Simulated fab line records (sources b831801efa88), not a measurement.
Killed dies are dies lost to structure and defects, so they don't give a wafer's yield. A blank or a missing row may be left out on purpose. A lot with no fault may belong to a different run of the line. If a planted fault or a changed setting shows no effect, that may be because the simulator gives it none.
Which tool was responsible? + flow gf180mcu + 12 lots with 36 wafers sampled at 4 steps, on a route of 602 steps

== WHAT THE GAUGES READ, wafer by wafer ==
GF_V2_CD_MEAS_14: target cd 260 nm. Usual: 259.7 nm for cd-nm, sd 1.3.
| lot  | measured     | on        | cd-nm (nm)        | flag |
|------|--------------|-----------|-------------------|------|
| L414 | day 20 16:35 | cd-sem-01 | 259.1 259.8 260.4 |      |
| L417 | day 21 16:17 | cd-sem-01 | 261.8 261.4 262.7 |      |
| L418 | day 22 06:28 | cd-sem-01 | 260.9 260.1 260.4 |      |
| L426 | day 24 22:47 | cd-sem-01 | 260.9 262.0 261.7 |      |
| L427 | day 25 04:36 | cd-sem-01 | 259.1 260.3 259.4 |      |
| L428 | day 25 13:47 | cd-sem-01 | 263.3 262.0 260.4 |      |
| L429 | day 25 21:17 | cd-sem-01 | 261.1 259.9 259.6 |      |
| L430 | day 26 06:50 | cd-sem-01 | 258.5 259.4 259.6 |      |
| L432 | day 26 22:05 | cd-sem-01 | 258.3 258.0 257.1 |      |
| L433 | day 27 04:53 | cd-sem-01 | 260.2 259.5 259.9 |      |
| L434 | day 27 12:08 | cd-sem-02 | 258.7 259.0 258.2 |      |
| L436 | day 27 21:44 | cd-sem-02 | 261.7 259.2 260.2 |      |

GF_V3_THK_MEAS_01. Usual: V3_CVD_00_THK typically reads 600 nm, with standard deviation 5.3.
| lot  | measured     | on            | V3_CVD_00_THK (nm) | flag |
|------|--------------|---------------|--------------------|------|
| L414 | day 21 19:20 | film-metro-02 | 600 600 595        |      |
| L417 | day 22 18:37 | film-metro-02 | 506 509 507        | OFF  |
| L418 | day 23 08:06 | film-metro-04 | 519 513 520        | OFF  |
| L426 | day 25 23:13 | film-metro-03 | 598 604 603        |      |
| L427 | day 26 04:35 | film-metro-04 | 603 600 610        |      |
| L428 | day 26 13:40 | film-metro-04 | 603 607 605        |      |
| L429 | day 26 20:11 | film-metro-02 | 599 604 594        |      |
| L430 | day 27 05:22 | film-metro-03 | 598 601 595        |      |
| L432 | day 27 21:20 | film-metro-03 | 602 610 594        |      |
| L433 | day 28 03:23 | film-metro-04 | 606 599 602        |      |
| L434 | day 28 10:35 | film-metro-02 | 603 600 599        |      |
| L436 | day 28 18:49 | film-metro-04 | 603 613 604        |      |

== WHICH TOOL RAN EACH LOT (tool, then ch and the chambers of the sampled wafers, then the start) ==
| lot  | GF_M3_STRIP_17                       | GF_V3_CVD_00                     |
|------|--------------------------------------|----------------------------------|
| L414 | plasma-asher-01 ch 0,1, day 21 18:44 | hdpcvd-02 ch 0,1,2, day 21 19:16 |
| L417 | plasma-asher-02 ch 0,1, day 22 17:59 | hdpcvd-02 ch 1,2, day 22 18:33   |
| L418 | plasma-asher-02 ch 0,1, day 23 07:31 | hdpcvd-02 ch 0,1, day 23 08:01   |
| L426 | plasma-asher-03 ch 0,1, day 25 22:36 | hdpcvd-01 ch 0,1,2, day 25 23:09 |
| L427 | plasma-asher-03 ch 0,1, day 26 03:57 | hdpcvd-01 ch 1,2, day 26 04:29   |
| L428 | plasma-asher-03 ch 0,1, day 26 13:04 | hdpcvd-02 ch 0,1,2, day 26 13:36 |
| L429 | plasma-asher-01 ch 0,1, day 26 19:34 | hdpcvd-02 ch 0,1,2, day 26 20:07 |
| L430 | plasma-asher-01 ch 0,1, day 27 04:46 | hdpcvd-01 ch 0,1,2, day 27 05:17 |
| L432 | plasma-asher-02 ch 0,1, day 27 20:42 | hdpcvd-02 ch 0,1,2, day 27 21:16 |
| L433 | plasma-asher-03 ch 0,1, day 28 02:46 | hdpcvd-02 ch 1,2, day 28 03:19   |
| L434 | plasma-asher-02 ch 0,1, day 28 09:58 | hdpcvd-02 ch 0,1,2, day 28 10:31 |
| L436 | plasma-asher-02 ch 0,1, day 28 18:13 | hdpcvd-01 ch 0,2, day 28 18:45   |
- GF_M3_STRIP_17: strips in O2/N2.
- GF_V3_CVD_00: deposits SiO2, target thk 600 nm, time 100 s.

== AS READ BY THE TOOLS THEMSELVES (means over the sampled wafers that have a number; for cases with no such wafer, the mark the record gives instead) ==
GF_M3_STRIP_17. Usual: drypump-motor-current-A 5.8 A, standard deviation 0.64; heater-power-w 318 W, standard deviation 10; oes-product-au 0.538 a.u., standard deviation 0.0047; strip-time-to-endpoint-s 7.39 s, standard deviation 0.047.
| lot  | tool            | drypump-motor-current-A (A) | heater-power-w (W) | oes-product-au (a.u.) | strip-time-to-endpoint-s (s) | flag |
|------|-----------------|-----------------------------|--------------------|-----------------------|------------------------------|------|
| L414 | plasma-asher-01 | 6.3                         | 325                | 0.534                 | 7.39                         |      |
| L417 | plasma-asher-02 | 6.2                         | 311                | 0.539                 | 7.37                         |      |
| L418 | plasma-asher-02 | 6.2                         | 312                | 0.536                 | 7.43                         |      |
| L426 | plasma-asher-03 | 5.3                         | 324                | 0.533                 | 7.39                         |      |
| L427 | plasma-asher-03 | 5.3                         | 329                | 0.542                 | 7.42                         |      |
| L428 | plasma-asher-03 | 5.3                         | 322                | 0.535                 | 7.37                         |      |
| L429 | plasma-asher-01 | 6.2                         | 325                | 0.539                 | 7.39                         |      |
| L430 | plasma-asher-01 | 5.7                         | 320                | 0.532                 | 7.30                         |      |
| L432 | plasma-asher-02 | 6.0                         | 311                | 0.540                 | 7.38                         |      |
| L433 | plasma-asher-03 | 5.1                         | 317                | 0.539                 | 7.35                         |      |
| L434 | plasma-asher-02 | 6.0                         | 310                | 0.536                 | 7.34                         |      |
| L436 | plasma-asher-02 | 6.3                         | 313                | 0.537                 | 7.34                         |      |

GF_V3_CVD_00. Usual: sih4-flow-sccm 59.99 sccm, standard deviation 0.2; susceptor-temp-C 399.99 C, standard deviation 0.22.
| lot  | tool      | sih4-flow-sccm (sccm) | susceptor-temp-C (C) | flag |
|------|-----------|-----------------------|----------------------|------|
| L414 | hdpcvd-02 | 60.11                 | 400.11               |      |
| L417 | hdpcvd-02 | 51.17                 | 399.88               | OFF  |
| L418 | hdpcvd-02 | 51.04                 | 400.22               | OFF  |
| L426 | hdpcvd-01 | 59.76                 | 399.92               |      |
| L427 | hdpcvd-01 | 59.99                 | 400.06               |      |
| L428 | hdpcvd-02 | 59.89                 | 400.01               |      |
| L429 | hdpcvd-02 | 59.92                 | 400.24               |      |
| L430 | hdpcvd-01 | 60.08                 | 400.22               |      |
| L432 | hdpcvd-02 | 59.95                 | 399.95               |      |
| L433 | hdpcvd-02 | 60.17                 | 399.87               |      |
| L434 | hdpcvd-02 | 60.08                 | 400.08               |      |
| L436 | hdpcvd-01 | 60.15                 | 400.02               |      |

== THE ANSWER, worked out from the rows above alone ==
Rule: a lot is off if the mean of its wafers that have a number lies more than 3 standard deviations from the usual mean. A lot without any number at a reading at which 4 lots or more have one is off too. All remaining lots with rows at the step are treated as sound. After the gauges, taken in route order, come the tools' own readings; for these a lot's mean is taken, as printed above. At the first step where some lot is off, the reading lying furthest off is the one used; lots without a number count as furthest.
Off: at GF_V3_THK_MEAS_01 (V3_CVD_00_THK), L417, L418.
A tool fits if, at a process step before that reading, it ran every lot that is off, and no sound lot after the first of them. The gauges at GF_V3_THK_MEAS_01 aren't tried: what is off there is off at GF_V3_CVD_00 too, on other tools, and a gauge's error can't cause that. None of those tried fits.

== WHAT HAD BEEN PUT IN BY THE SIMULATOR ==
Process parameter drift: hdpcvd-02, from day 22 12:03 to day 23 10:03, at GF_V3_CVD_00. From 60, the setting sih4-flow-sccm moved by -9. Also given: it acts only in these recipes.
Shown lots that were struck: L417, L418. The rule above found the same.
